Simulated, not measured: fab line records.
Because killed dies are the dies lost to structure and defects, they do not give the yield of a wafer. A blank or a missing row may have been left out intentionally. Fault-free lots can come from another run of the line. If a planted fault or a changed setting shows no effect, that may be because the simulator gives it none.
Chamber matching -- flow gf180mcu -- GF_CONTACT_CMP_27 on cmp-01: 4 sister chambers
The step polishes, stops on SiO2, t overpolish 15 s, target thk 0 nm. 4 wafers are shown with their chamber, then 12 later ones without.

== EACH WAFER AND ITS CHAMBER ==
wafer,chamber,motor-current-A (A)
L084.4,1,10.6
L087.1,3,11.2
L087.3,0,9.9
L087.4,2,10.5

== WAFERS MISSING THEIR CHAMBER ==
wafer,motor-current-A (A)
L092.2,11.7
L092.3,10.5
L092.6,11.4
L093.1,10.2
L093.4,12.2
L093.6,11.6
L096.2,10.6
L096.3,9.7
L096.5,12.2
L097.2,10.3
L097.4,9.8
L097.6,10.9

== THE CHAMBER EACH PASSED THROUGH ==
wafer,from the rows above,in truth
L092.2,can't be placed: 3 or 1 or 2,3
L092.3,can't be placed: 2 or 1 or 0 or 3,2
L092.6,can't be placed: 3 or 1 or 2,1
L093.1,can't be placed: 0 or 2 or 1 or 3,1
L093.4,can't be placed: 3 or 1 or 2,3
L093.6,can't be placed: 3 or 1 or 2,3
L096.2,can't be placed: 1 or 2 or 3 or 0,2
L096.3,can't be placed: 0 or 2 or 1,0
L096.5,can't be placed: 3 or 1 or 2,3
L097.2,can't be placed: 2 or 1 or 0 or 3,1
L097.4,can't be placed: 0 or 2 or 1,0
L097.6,can't be placed: 3 or 1 or 2 or 0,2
0 of 12 placed correctly. Can't be placed from these rows: 12 (the true chamber is among the candidates in 12). Wrongly placed: 0.
How it was worked out, from the rows above alone: a wafer's distance from a chamber is the root of the sum, over the readings, of the square of ((its reading less the chamber's mean) divided by the reading's scatter). The wafer belongs to the nearest chamber; if the next one is less than 2 further off, it can't be placed. The mean given for a chamber averages the wafers shown for that chamber. The scatter: with one shown wafer a chamber, the root of the mean of the squares of how far each hidden wafer lies from its nearest shown one.
